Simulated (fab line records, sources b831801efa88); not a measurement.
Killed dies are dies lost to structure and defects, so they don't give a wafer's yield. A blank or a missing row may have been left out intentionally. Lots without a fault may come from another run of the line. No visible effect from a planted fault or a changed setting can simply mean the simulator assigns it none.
fab line records	flow sky130
record lots=7	wafers=21	lastDay=50
route steps=708 shown LDD_N@253 LDD_P@255 LDD_HVN@267 LDD_HVP@278
lots that met no fault: taken from a fault-free run of the same line
startH: the number of hours between the record's first day and the start of the first shown wafer of the lot	waitH: time in hours since the lot's previous step	" same as the row above	L1.1+2: a row that stands for several wafers	- value missing, or start not given	* or withheld: withheld	< > ~ a bound
route shown NAME@n: a module of which the file shows steps, and the number in the route of the first	usual: average and standard deviation across the fault-free wafers	same: alike in all rows	chamber/n: place in a boat	sites: per-site readings	_std_site: standard deviation of those values	_edge_site: the outer-site mean with the inner-site mean subtracted	radiusMm: for every site, how far away it sits from the centre of the wafer	mask NAME#n: copy n	behind: the most recent tool/chamber to have shaped the wafer	hold: why the lot went on hold/how many hours it stayed there/how the hold came to an end	device: the n, p or np transistor that did not switch	end of line: tests of these same wafers at the route's end	where a step has no rows: the recipe by itself	killed: dies lost to structure and defects at the first sort, not the wafer's yield	map: the dies of a wafer, with x for killed, . for not killed, _ for no die there
set.NAME: setting as actually run; set.NAME@STEP: the setting as run at that earlier step	model.NAME: the simulator's own value behind a step, which no gauge read
lots seen at some steps along the route; tables by step, rows by wafer
services: the hour from which a tool's chamber was out of use, counted from the record's first day as startH (under 0 if before that day), plus the number of hours and why
## steps
# step SKY_LDD_N_STRIP_16
# recipe chemistry=O2/N2	powerW=1400	pressureMtorr=1500	platenTempC=withheld	o2FlowSccm=3000	n2FlowSccm=300	overashFraction=0.5
# usual chamberPressureMTorr=1499.8/1.3	drypumpMotorCurrentA=5.7/0.47	oesProductAu=0.406/0.0043	stripTimeToEndpointS=4.311/0.014
lot.wafer	tool	chamber	startH	waitH	chamberPressureMTorr	drypumpMotorCurrentA	oesProductAu	rfHoursCounterH	stripTimeToEndpointS
L761.1	plasmaAsher-03	0	446.48	0.1	1502.5	6.2	0.402	33	4.318
L761.2	"	1	"	"	1497.1	6.2	0.405	33	4.307
L761.4	"	0	"	"	1501.6	6.2	0.409	-	4.315
L765.1	plasmaAsher-04	1	483.98	0.1	1499.3	4.9	0.403	5	4.288
L765.3	"	0	"	"	1500.0	5.6	0.402	-	4.302
L765.5	"	1	"	"	1499.5	4.9	0.404	-	4.324
L766.3	plasmaAsher-04	0	497.60	0.1	1501.0	5.6	0.400	-	4.310
L766.4	"	1	"	"	1500.5	4.9	0.408	-	4.309
L766.6	"	1	"	"	1498.3	4.9	0.407	-	4.316
L767.1	plasmaAsher-04	1	502.13	0.1	1500.6	4.9	0.407	7	4.296
L767.2	"	0	"	"	1499.7	5.6	0.409	7	4.307
L767.5	"	1	"	"	1499.6	4.9	0.411	-	4.297
L773.1	plasmaAsher-03	1	554.38	0.1	1503.0	6.3	0.400	43	4.313
L773.2	"	0	"	"	1500.0	6.2	0.405	43	4.296
L773.5	"	1	"	"	1499.5	6.2	0.405	-	4.315
L775.1	plasmaAsher-04	1	571.58	0.1	1500.5	4.9	0.405	14	4.299
L775.4	"	0	"	"	1499.6	5.6	0.411	-	4.324
L775.6	"	1	"	"	1500.4	4.9	0.407	-	4.316
L779.1	plasmaAsher-03	1	598.37	0.1	1499.2	6.2	0.399	48	4.330
L779.5	"	0	"	"	1500.3	6.2	0.410	-	4.323
L779.6	"	1	"	"	1499.3	6.2	0.403	-	4.315
# step SKY_LDD_N_TW_MEAS_17
# usual LDD_N_TW=2552/16
lot.wafer	tool	chamber	startH	waitH	LDD_N_TW
L761.1	filmMetro-03	-	446.58	0.1	2547
L761.2	"	-	"	"	2537
L761.4	"	-	"	"	2522
L765.1	filmMetro-03	-	484.08	0.1	2564
L765.3	"	-	"	"	2555
L765.5	"	-	"	"	2551
L766.3	filmMetro-03	-	497.69	0.1	2551
L766.4	"	-	"	"	2555
L766.6	"	-	"	"	2571
L767.1	filmMetro-01	-	502.23	0.1	2540
L767.2	"	-	"	"	2555
L767.5	"	-	"	"	2549
L773.1	filmMetro-01	-	554.48	0.1	2561
L773.2	"	-	"	"	2568
L773.5	"	-	"	"	2553
L775.1	filmMetro-03	-	571.68	0.1	2539
L775.4	"	-	"	"	2546
L775.6	"	-	"	"	2535
L779.1	filmMetro-02	-	598.47	0.1	2535
L779.5	"	-	"	"	2543
L779.6	"	-	"	"	2538
# step SKY_LDD_P_DEHYDRATE_00
# recipe tempC=200	timeS=60
# step SKY_LDD_P_HMDS_01
# recipe primeTimeS=60	primeTempC=120
# step SKY_LDD_P_COAT_02
# recipe resist=NOVOLAK	spinRpm=3000	resistThkNm=1140
# step SKY_LDD_P_SOFTBAKE_03
# recipe tempC=90	timeS=60	resist=NOVOLAK
# step SKY_LDD_P_EXPOSE_04
# recipe maskId=PSDM	na=0.6	sourceShape=conventional	sigmaOuter=0.6	polarization=unpolarized	targetCdNm=380	doseMj=138
# step SKY_LDD_P_PEB_05
# recipe tempC=withheld	timeS=*	resist=NOVOLAK
# step SKY_LDD_P_DEVELOP_06
# recipe resist=NOVOLAK	developer=TMAH	developTimeS=60	devTempC=23
# step SKY_LDD_P_CD_MEAS_07
# recipe targetCdNm=380
# usual cdNm=379.8/2.7
lot.wafer	tool	chamber	startH	waitH	cdNm
L761.1	cdSem-01	-	476.05	0.1	381.5
L761.2	"	-	"	"	382.4
L761.4	"	-	"	"	384.2
L765.1	cdSem-02	-	514.13	0.1	374.6
L765.3	"	-	"	"	374.0
L765.5	"	-	"	"	376.1
L766.3	cdSem-02	-	527.47	0.1	379.9
L766.4	"	-	"	"	378.7
L766.6	"	-	"	"	380.1
L767.1	cdSem-02	-	532.43	0.1	381.4
L767.2	"	-	"	"	383.0
L767.5	"	-	"	"	381.4
L773.1	cdSem-02	-	583.68	0.1	381.0
L773.2	"	-	"	"	380.6
L773.5	"	-	"	"	378.9
L775.1	cdSem-01	-	600.63	0.1	376.0
L775.4	"	-	"	"	375.4
L775.6	"	-	"	"	377.9
L779.1	cdSem-01	-	627.13	0.1	381.8
L779.5	"	-	"	"	380.5
L779.6	"	-	"	"	378.7
# step SKY_LDD_P_OVL_MEAS_08
# usual LDD_P_OVL=0.3/1.5
lot.wafer	tool	chamber	startH	waitH	LDD_P_OVL[nm]
L761.1	overlay-01	-	476.17	0.1	2.5
L761.2	"	-	"	"	2.3
L761.4	"	-	"	"	1.5
L765.1	overlay-01	-	514.25	0.1	1.3
L765.3	"	-	"	"	-1.6
L765.5	"	-	"	"	1.0
L766.3	overlay-02	-	527.57	0.1	-1.6
L766.4	"	-	"	"	-1.8
L766.6	"	-	"	"	-1.6
L767.1	overlay-02	-	532.55	0.1	0.0
L767.2	"	-	"	"	2.0
L767.5	"	-	"	"	0.5
L773.1	overlay-02	-	583.80	0.1	-2.3
L773.2	"	-	"	"	-2.4
L773.5	"	-	"	"	-1.1
L775.1	overlay-01	-	600.75	0.1	-1.7
L775.4	"	-	"	"	-0.1
L775.6	"	-	"	"	-1.7
L779.1	overlay-01	-	627.25	0.1	-2.0
L779.5	"	-	"	"	-2.4
L779.6	"	-	"	"	-4.2
# step SKY_LDD_P_IMPLANT_09
# recipe species=BF2	energyKev=25	doseCm2=1e+13	tiltDeg=withheld
# step SKY_LDD_P_STRIP_10
# recipe chemistry=O2/N2	powerW=1400	pressureMtorr=1500	platenTempC=withheld	o2FlowSccm=3000	n2FlowSccm=300	overashFraction=0.5
# usual chamberPressureMTorr=1499.9/1.4	drypumpMotorCurrentA=5.5/0.38	oesProductAu=0.715/0.0045	stripTimeToEndpointS=14.18/0.044
lot.wafer	tool	chamber	startH	waitH	chamberPressureMTorr	drypumpMotorCurrentA	oesProductAu	rfHoursCounterH	stripTimeToEndpointS	model.NOVOLAK_of_LDD_P_COAT_02.thkNm
L761.1	plasmaAsher-04	1	476.35	0.1	1501.8	4.9	0.713	4	14.21	0
L761.2	"	0	"	"	1500.9	5.6	0.704	4	14.21	0
L761.4	"	1	"	"	1498.3	4.9	0.721	-	14.16	0
L765.1	plasmaAsher-04	1	514.44	0.1	-	-	-	-	-	1143
L765.3	"	1	"	"	-	-	-	-	-	1142
L765.5	"	0	"	"	-	-	-	-	-	1148
L766.3	plasmaAsher-04	0	527.77	0.1	-	-	-	-	-	1140
L766.4	"	1	"	"	-	-	-	-	-	1144
L766.6	"	1	"	"	-	-	-	-	-	1143
L767.1	plasmaAsher-04	1	532.74	0.1	-	-	-	-	-	1141
L767.2	"	0	"	"	-	-	-	-	-	1140
L767.5	"	1	"	"	-	-	-	-	-	1140
L773.1	plasmaAsher-02	0	583.99	0.1	1497.9	5.8	0.712	82	14.16	0
L773.2	"	1	"	"	1498.3	6.0	0.713	82	14.20	0
L773.5	"	1	"	"	1499.2	6.0	0.715	-	14.21	0
L775.1	plasmaAsher-02	1	600.94	0.1	1501.0	6.1	0.721	83	14.21	0
L775.4	"	0	"	"	1500.8	5.8	0.722	-	14.26	0
L775.6	"	1	"	"	1501.7	6.1	0.711	-	14.27	0
L779.1	plasmaAsher-04	1	627.44	0.1	1499.9	4.9	0.715	20	14.13	0
L779.5	"	1	"	"	1495.5	4.9	0.711	-	14.10	0
L779.6	"	0	"	"	1497.8	5.6	0.715	-	14.12	0
# step SKY_LDD_P_TW_MEAS_11
# usual LDD_P_TW=631/5.9
lot.wafer	tool	chamber	startH	waitH	LDD_P_TW
L761.1	filmMetro-03	-	476.45	0.1	628
L761.2	"	-	"	"	631
L761.4	"	-	"	"	629
L765.1	filmMetro-03	-	514.54	0.1	627
L765.3	"	-	"	"	628
L765.5	"	-	"	"	625
L766.3	filmMetro-04	-	527.86	0.1	636
L766.4	"	-	"	"	637
L766.6	"	-	"	"	641
L767.1	filmMetro-04	-	532.84	0.1	641
L767.2	"	-	"	"	639
L767.5	"	-	"	"	638
L773.1	filmMetro-01	-	584.09	0.1	630
L773.2	"	-	"	"	629
L773.5	"	-	"	"	632
L775.1	filmMetro-01	-	601.04	0.1	630
L775.4	"	-	"	"	627
L775.6	"	-	"	"	627
L779.1	filmMetro-03	-	627.54	0.1	623
L779.5	"	-	"	"	627
L779.6	"	-	"	"	624
# step SKY_LDD_HVN_DEHYDRATE_00
# recipe tempC=200	timeS=60
# step SKY_LDD_HVN_HMDS_01
# recipe primeTimeS=60	primeTempC=120
# step SKY_LDD_HVN_COAT_02
# recipe resist=NOVOLAK	spinRpm=3000	resistThkNm=300
# step SKY_LDD_HVN_SOFTBAKE_03
# recipe tempC=90	timeS=60	resist=NOVOLAK
# step SKY_LDD_HVN_EXPOSE_04
# recipe maskId=HVNTM	na=0.6	sourceShape=conventional	sigmaOuter=0.6	polarization=unpolarized	targetCdNm=700	doseMj=127
# step SKY_LDD_HVN_PEB_05
# recipe tempC=withheld	timeS=*	resist=NOVOLAK
# step SKY_LDD_HVN_DEVELOP_06
# recipe resist=NOVOLAK	developer=TMAH	developTimeS=60	devTempC=23
# step SKY_LDD_HVN_OVL_MEAS_07
# usual LDD_HVN_OVL=-0.5/1.4
lot.wafer	tool	chamber	startH	waitH	LDD_HVN_OVL[nm]
L761.1	overlay-02	-	506.40	0.1	-1.1
L761.2	"	-	"	"	-1.9
L761.4	"	-	"	"	0.4
L765.1	overlay-01	-	544.39	0.1	1.2
L765.3	"	-	"	"	2.8
L765.5	"	-	"	"	0.8
L766.3	overlay-01	-	557.35	0.1	0.9
L766.4	"	-	"	"	1.5
L766.6	"	-	"	"	1.0
L767.1	overlay-01	-	562.23	0.1	-0.9
L767.2	"	-	"	"	0.1
L767.5	"	-	"	"	0.0
L773.1	overlay-02	-	613.14	0.1	-0.1
L773.2	"	-	"	"	-3.4
L773.5	"	-	"	"	-1.0
L775.1	overlay-02	-	629.93	0.1	-1.5
L775.4	"	-	"	"	-1.6
L775.6	"	-	"	"	-2.2
L779.1	overlay-02	-	656.14	0.1	2.1
L779.5	"	-	"	"	0.1
L779.6	"	-	"	"	2.3
# step SKY_LDD_HVN_IMPLANT_08
# recipe species=P	energyKev=60	doseCm2=3e+13	tiltDeg=40
# step SKY_LDD_HVN_STRIP_09
# recipe chemistry=O2/N2	powerW=1400	pressureMtorr=1500	platenTempC=withheld	o2FlowSccm=3000	n2FlowSccm=300	overashFraction=0.5
# usual chamberPressureMTorr=1500.1/1.5	drypumpMotorCurrentA=5.8/0.35	oesProductAu=0.408/0.0047	stripTimeToEndpointS=4.130/0.015
lot.wafer	tool	chamber	startH	waitH	chamberPressureMTorr	drypumpMotorCurrentA	oesProductAu	rfHoursCounterH	stripTimeToEndpointS
L761.1	plasmaAsher-03	0	506.58	0.1	1499.1	6.2	0.407	38	4.124
L761.2	"	1	"	"	1500.2	6.2	0.406	38	4.141
L761.4	"	1	"	"	1500.3	6.2	0.414	-	4.124
L765.1	plasmaAsher-02	1	544.58	0.1	1499.5	6.0	0.710	80	21.763
L765.3	"	1	"	"	1502.6	6.0	0.712	-	21.761
L765.5	"	1	"	"	1496.2	6.0	0.715	-	21.847
L766.3	plasmaAsher-01	1	557.56	0.1	1499.8	5.3	0.714	-	21.756
L766.4	"	0	"	"	1501.0	5.7	0.711	-	21.816
L766.6	"	0	"	"	1502.4	5.7	0.716	-	21.803
L767.1	plasmaAsher-03	0	562.42	0.1	1496.2	6.2	0.714	45	21.739
L767.2	"	1	"	"	1501.3	6.3	0.713	45	21.757
L767.5	"	1	"	"	1500.9	6.2	0.718	-	21.750
L773.1	plasmaAsher-03	0	613.33	0.1	1501.0	6.2	0.407	50	4.129
L773.2	"	1	"	"	1501.3	6.2	0.413	50	4.125
L773.5	"	1	"	"	1500.8	6.3	0.413	-	4.106
L775.1	plasmaAsher-01	0	630.12	0.1	1501.7	5.7	0.412	84	4.127
L775.4	"	1	"	"	1501.8	5.3	0.406	-	4.127
L775.6	"	0	"	"	1502.7	5.7	0.407	-	4.141
L779.1	plasmaAsher-01	1	656.33	0.1	1502.2	5.3	0.406	86	4.124
L779.5	"	1	"	"	1499.0	5.3	0.414	-	4.125
L779.6	"	0	"	"	1497.6	5.7	0.414	-	4.122
# step SKY_LDD_HVN_TW_MEAS_10
# usual LDD_HVN_TW=1431/12
lot.wafer	tool	chamber	startH	waitH	LDD_HVN_TW
L761.1	filmMetro-02	-	506.68	0.1	1428
L761.2	"	-	"	"	1412
L761.4	"	-	"	"	1421
L765.1	filmMetro-04	-	544.68	0.1	30
L765.3	"	-	"	"	30
L765.5	"	-	"	"	30
L766.3	filmMetro-04	-	557.65	0.1	30
L766.4	"	-	"	"	30
L766.6	"	-	"	"	30
L767.1	filmMetro-01	-	562.52	0.1	30
L767.2	"	-	"	"	30
L767.5	"	-	"	"	30
L773.1	filmMetro-02	-	613.43	0.1	1401
L773.2	"	-	"	"	1422
L773.5	"	-	"	"	1414
L775.1	filmMetro-02	-	630.22	0.1	1442
L775.4	"	-	"	"	1427
L775.6	"	-	"	"	1436
L779.1	filmMetro-01	-	656.43	0.1	1432
L779.5	"	-	"	"	1427
L779.6	"	-	"	"	1432
# step SKY_LDD_HVP_DEHYDRATE_00
# recipe tempC=200	timeS=60
## services
tool	chamber	startH	hours	kind
plasmaAsher-04	-	423.40	4.6	repair
plasmaAsher-03	-	424.96	4.3	pm
plasmaAsher-04	0	430.25	-	clean
plasmaAsher-04	1	430.25	-	clean
plasmaAsher-04	-	462.35	2.8	pm
plasmaAsher-03	-	474.88	5.8	pm
plasmaAsher-04	-	519.57	1.4	repair
plasmaAsher-02	-	532.78	2.8	pm
plasmaAsher-02	-	541.63	0.8	repair
plasmaAsher-02	-	547.93	28.2	repair
plasmaAsher-04	-	595.59	1.7	repair
plasmaAsher-04	-	630.75	2.6	repair
## key
firstSign step=SKY_LDD_P_STRIP_10	reading=toolRecord	direction=missing
effect step=SKY_LDD_HVN_STRIP_09	reading=stripTimeToEndpointS	direction=up	sigmas=99+	usual=*	struck=*
effect step=SKY_LDD_HVN_TW_MEAS_10	reading=LDD_HVN_TW	direction=down	sigmas=99+	usual=1431	struck=30
modelEffect step=SKY_LDD_P_STRIP_10	value=NOVOLAK_of_LDD_P_COAT_02.thkNm	without=0	struck=1142
metAt SKY_LDD_P_STRIP_10
struckWafers L765.1,L765.3,L765.5,L766.3,L766.4,L766.6,L767.1,L767.2,L767.5
sortLeftOut L765.1,L765.3,L765.5,L766.3,L766.4,L766.6,L767.1,L767.2,L767.5
testerLeftOut L765,L766,L767
onsetBetween 476.35 514.44
fault kind=skippedStepWhole	tool=plasmaAsher-04	chamber=-	onsetH=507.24	steps=SKY_LDD_P_STRIP_10	scope=struckLotsOnly
# testerLeftOut: of these lots the tester's yield and bins aren't shown, on N5 and GAA mostly nor the transistor test; their killed dies are dies lost to structure and defects alone, not to doping, threshold or leakage, so they don't give the yield
# sortLeftOut: the simulated sort isn't trusted on such a fault, so these wafers' sort isn't shown, and their yield isn't known
